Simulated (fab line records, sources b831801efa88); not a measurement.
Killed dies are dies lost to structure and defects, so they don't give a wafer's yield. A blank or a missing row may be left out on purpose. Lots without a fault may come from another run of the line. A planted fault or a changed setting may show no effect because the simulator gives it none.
A struck lot beside a sound one | flow sky130 | 44 steps out of a route of 708
Sound: wafers L130.2, L130.3, L130.6. Struck: wafers L147.1, L147.6. (L147.5 of the same lot was not struck and is left out.) The cause comes at the end.
At each step with rows: each side's tool, then ch and its chambers, then its first start. Under that, the readings that differ: sound wafers | struck wafers | difference of the means | sigmas: that difference in standard deviations of wafers without a fault.
alike: readings whose means differ by less than 2 such deviations, and words and numbers that are the same on both sides. not compared: withheld readings, readings that some wafer has no value for, bounds like >300 that may hide the same value, and numbers for which the record gives no deviation and whose values overlap.
The two part at a step that has a row with sigmas, a row that says differs or no value, or rows on one side only. Numbers that don't overlap but have no deviation are shown without sigmas and don't part them. A reading that every wafer of one side lacks parts them only if that side has two wafers or more.

SKY_VIA3_SPUTTER_20: material TiN, target thk 20 nm, time 80 s.
  sound on pvd_sputter-04, day 40 14:52; struck on pvd_sputter-01, day 45 23:28
  alike: throttle_valve_pct
then, 1 step without rows for these wafers: SKY_VIA3_CVD_21 (deposits W, target thk 390 nm, time 117.31 s).
SKY_VIA3_RS_MEAS_22: measures by four-point-probe.
  sound on film_metro-03, day 40 15:04; struck on film_metro-04, day 45 23:40
  alike: VIA3_W_RS
SKY_VIA3_THK_MEAS_23: measures by xrf.
  sound on film_metro-03, day 40 15:11; struck on film_metro-04, day 45 23:47
  alike: VIA3_W_THK
then, 2 steps without rows for these wafers: SKY_VIA3_CMP_24 (polishes, stops on SiO2, t overpolish 20 s, target thk 0 nm); SKY_METAL4_SPUTTER_00 (material Ti, target thk 15 nm, time 10 s).
SKY_METAL4_SPUTTER_01: material TiN, target thk 20 nm, time 16.7 s.
  sound on pvd_sputter-02, day 40 15:33; struck on pvd_sputter-03, day 46 00:10
  alike: throttle_valve_pct
SKY_METAL4_SPUTTER_02: material AlCu, target thk 735 nm, time 39.1 s.
  sound on pvd_sputter-02, day 40 15:35; struck on pvd_sputter-03, day 46 00:11
  alike: throttle_valve_pct
then, 3 steps without rows for these wafers: SKY_METAL4_SPUTTER_03 (material Ti, target thk 5 nm, time 3.3 s); SKY_METAL4_SPUTTER_04 (material TiN, target thk 70 nm, time 58.3 s); SKY_CAP2M_CVD_00 (deposits SiO2, target thk 15.5 nm).
SKY_CAP2M_THK_MEAS_01:
  sound on film_metro-01, day 40 15:44; struck on film_metro-01, day 46 00:20
  alike: CAP2M_CVD_00_THK
SKY_CAP2M_SPUTTER_02: material TiN, target thk 200 nm, time 166.7 s.
  sound on pvd_sputter-03, day 40 15:47; struck on pvd_sputter-02, day 46 00:23
  reading                                   | sound             | struck    | difference | sigmas
  model.TiN_of_CAP2M_SPUTTER_02.thk_nm (nm) | 199.3 197.2 198.9 | 215.6 215 | +16.8      |
  alike: susceptor_temp_C, throttle_valve_pct
SKY_CAP2M_RS_MEAS_03: measures by four-point-probe.
  sound on film_metro-04, day 40 15:55; struck on film_metro-04, day 46 00:30
  reading               | sound          | struck    | difference | sigmas
  CAP2M_TIN_RS (ohm/sq) | 6.94 7.03 6.97 | 6.42 6.43 | -0.56      | -6
SKY_CAP2M_THK_MEAS_04: measures by xrf.
  sound on film_metro-04, day 40 16:01; struck on film_metro-04, day 46 00:37
  reading            | sound             | struck      | difference | sigmas
  CAP2M_TIN_THK (nm) | 196.1 192.9 195.5 | 211.8 212.5 | +17.3      | +6
then, 7 steps without rows for these wafers: SKY_CAP2M_DEHYDRATE_05 (time 60 s); SKY_CAP2M_HMDS_06 (prime time 60 s); SKY_CAP2M_COAT_07 (resist thk 1140 nm); SKY_CAP2M_SOFTBAKE_08 (time 60 s); SKY_CAP2M_EXPOSE_09 (exposes mask CAP2M, target cd 1000 nm); SKY_CAP2M_PEB_10; SKY_CAP2M_DEVELOP_11 (develop time 60 s).
SKY_CAP2M_OVL_MEAS_12:
  sound on overlay-01, day 41 15:52; struck on overlay-01, day 46 20:37
  alike: CAP2M_OVL
SKY_CAP2M_METAL_ETCH_13: etches TiN in Cl2/BCl3, stops on SiO2, target depth 220 nm, time 62.9 s.
  sound on rie_metal-02 ch 0, day 41 15:54; struck on rie_metal-04 ch 0,1, day 46 20:40
  reading                | sound                | struck        | difference | sigmas
  oes_product_au (a.u.)  | 0.940 0.928 0.942    | 0.988 0.980   | +0.047     | +5
  throttle_valve_pct (%) | 21.895 21.916 21.905 | 21.875 21.880 | -0.028     | -3
  alike: drypump_motor_current_A
  not compared: rf_hours_counter_h
then, 12 steps without rows for these wafers: SKY_CAP2M_STRIP_14 (strips in O2/N2); SKY_CAP2M_STRIP_15 (strips in post etch residue remover, time 1200 s); SKY_CAP2M_CLEAN_16 (cleans in IPA, time 180 s); SKY_CAP2M_CLEAN_17 (cleans in O3/DIW); SKY_METAL4_DEHYDRATE_05 (time 60 s); SKY_METAL4_HMDS_06 (prime time 60 s); SKY_METAL4_COAT_07 (resist thk 60 nm); SKY_METAL4_COAT_08 (resist thk 1140 nm); SKY_METAL4_SOFTBAKE_09 (time 90 s); SKY_METAL4_EXPOSE_10 (exposes mask MM4, target cd 300 nm); SKY_METAL4_PEB_11; SKY_METAL4_DEVELOP_12 (develop time 60 s).
SKY_METAL4_CD_MEAS_13: target cd 300 nm.
  sound on cd_sem-02, day 42 15:36; struck on cd_sem-02, day 47 17:04
  alike: cd_nm
SKY_METAL4_OVL_MEAS_14:
  sound on overlay-02, day 42 15:43; struck on overlay-01, day 47 17:11
  alike: METAL4_OVL
SKY_METAL4_DESCUM_15: chemistry O2, time 8 s.
  sound on rie_metal-02 ch 1, day 42 15:44; struck on rie_metal-03 ch 1, day 47 17:14
  reading               | sound             | struck      | difference | sigmas
  oes_product_au (a.u.) | 0.995 0.983 0.987 | 1.015 1.010 | +0.024     | +3
  alike: drypump_motor_current_A
  not compared: rf_hours_counter_h
then, 1 step without rows for these wafers: SKY_METAL4_ETCH_16 (etches BARC in N2/H2, stops on SiO2, time 88.2 s, target depth 60 nm).
SKY_METAL4_ETCH_17: etches SiO2 in C4F8/O2/Ar, stops on TiN, time 3.9 s, target depth 15 nm.
  sound on rie_diel-03 ch 1,3, day 42 15:52; struck on rie_diel-04 ch 0,1, day 47 17:22
  alike: oes_product_au
then, 1 step without rows for these wafers: SKY_METAL4_METAL_ETCH_18 (etches the open film in Cl2/BCl3, stops on SiO2, target depth 845 nm, time 183.1 s).
SKY_METAL4_STRIP_20: strips in post etch residue remover, time 1200 s.
  sound on wet_bench-04 ch 2, day 42 16:10; struck on wet_bench-04 ch 3, day 47 17:39
  reading                                   | sound           | struck      | difference | sigmas
  model.TiN_of_CAP2M_SPUTTER_02.thk_nm (nm) | 198.4 196.4 198 | 214.8 214.1 | +16.8      |
  alike: bath_guard_temp_C, bath_heat_duty_pct
-- the record jumps here: 3 days lie between the struck wafers' starts before and after (it left off in module METAL4 and takes up again in module PAD_OPEN, whose first step shown is number 708 of the route) --
SKY_PAD_OPEN_PROBE_99:
  sound on prober-02, day 46 11:16; struck on prober-01, day 50 21:53
  reading                           | sound             | struck      | difference | sigmas
  model.etest.cap_mim2.plate_ohm_sq | 6.023 6.042 6.062 | 5.554 5.577 | -0.477     |
  alike: defect_limited_yield, killed_at_M0_to_M3, killed_at_M4_up, killed_at_contacts, killed_at_front_end, killed_at_other, killed_dies, killed_open, killed_short

WHERE THEY PART
First at SKY_CAP2M_RS_MEAS_03; last, within this record, at SKY_METAL4_DESCUM_15. Later steps at which nothing parts them and some readings are alike: SKY_METAL4_ETCH_17, SKY_METAL4_STRIP_20, SKY_PAD_OPEN_PROBE_99.

WHY: what the simulator had put in
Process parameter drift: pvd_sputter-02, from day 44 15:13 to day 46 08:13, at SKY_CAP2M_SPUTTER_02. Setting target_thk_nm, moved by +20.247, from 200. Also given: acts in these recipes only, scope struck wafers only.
